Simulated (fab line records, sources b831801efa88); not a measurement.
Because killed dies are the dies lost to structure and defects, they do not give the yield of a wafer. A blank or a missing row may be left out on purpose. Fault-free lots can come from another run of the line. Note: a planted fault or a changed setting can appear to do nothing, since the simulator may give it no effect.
Which tool did it? ; flow sky130 ; 10 lots, 30 wafers sampled, at 3 steps of a route of 708

WHAT EACH GAUGE READ, for each wafer
SKY_CAPM_RS_MEAS_03: the measuring method here is four-point-probe.
lot;measured;on;CAPM_TIN_RS (ohm/sq)
L604;day 38 01:16;filmMetro-02;6.66 6.58 6.65
L605;day 38 09:11;filmMetro-03;6.90 6.80 6.71
L606;day 38 11:34;filmMetro-03;6.60 6.72 6.79
L612;day 40 18:18;filmMetro-03;6.65 6.67 6.58
L613;day 40 21:21;filmMetro-04;7.02 7.08 7.15
L614;day 41 07:23;filmMetro-03;7.03 7.03 7.07
L620;day 42 21:38;filmMetro-04;6.70 6.68 6.81
L621;day 42 23:55;filmMetro-03;6.80 6.81 6.72
L625;day 44 02:10;filmMetro-04;6.75 6.69 6.75
L626;day 44 07:31;filmMetro-04;6.81 6.74 6.79

TOOL THAT RAN EACH LOT (tool first, then ch and the chambers of the sampled wafers, then the start)
lot;SKY_METAL3_SPUTTER_04;SKY_CAPM_SPUTTER_02
L604;pvdSputter-01, day 38 01:02;pvdSputter-04, day 38 01:10
L605;pvdSputter-02, day 38 08:57;pvdSputter-01, day 38 09:05
L606;pvdSputter-03, day 38 11:20;pvdSputter-04, day 38 11:28
L612;pvdSputter-02, day 40 18:04;pvdSputter-04, day 40 18:11
L613;pvdSputter-02, day 40 21:05;pvdSputter-04, day 40 21:13
L614;pvdSputter-02, day 41 07:02;pvdSputter-04, day 41 07:10
L620;pvdSputter-02, day 42 21:23;pvdSputter-01, day 42 21:32
L621;pvdSputter-03, day 42 23:39;pvdSputter-02, day 42 23:47
L625;pvdSputter-03, day 44 01:56;pvdSputter-01, day 44 02:04
L626;pvdSputter-02, day 44 07:16;pvdSputter-01, day 44 07:23
- SKY_METAL3_SPUTTER_04: material TiN, target thk 70 nm, time 58.3 s.
- SKY_CAPM_SPUTTER_02: material TiN, target thk 200 nm, time 171.6 s.

THE ANSWER, worked out from the rows above alone
Rule: the usual values come from the lots themselves. Put in order of their means at a reading, lots are off if they are a third of the lots or fewer, leave a main group of 4 or more, and stand apart from it by a gap of 3 or more times the standard deviation of the main group's means; of several such gaps the widest counts. A main group whose means are all the same, to the digits that the tables above print for the reading, isn't used. Also off: a lot with no number at a reading for which 4 or more lots have one. Where the step has rows for the other lots, those lots are counted as sound.
Off: L613, L614, seen at SKY_CAPM_RS_MEAS_03 (CAPM_TIN_RS). Mean 6.72 ohm/sq and standard deviation 0.061 in the main group.
If a tool, at a process step before that reading, ran all the lots that are off and no sound lot after the first of them, it fits. Gauges at SKY_CAPM_RS_MEAS_03: tried the same way as those tools. One candidate fits, namely pvdSputter-04 at SKY_CAPM_SPUTTER_02. A fault onset in the window from L612 (day 40 18:11, its last sound lot) to L613 (day 40 21:13, its first lot off) fits.

WHAT THE SIMULATOR HAD INSERTED
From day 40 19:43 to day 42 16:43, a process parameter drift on pvdSputter-04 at SKY_CAPM_SPUTTER_02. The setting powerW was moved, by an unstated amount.
Struck lots among those shown: L613, L614. The same result came from the rule above.
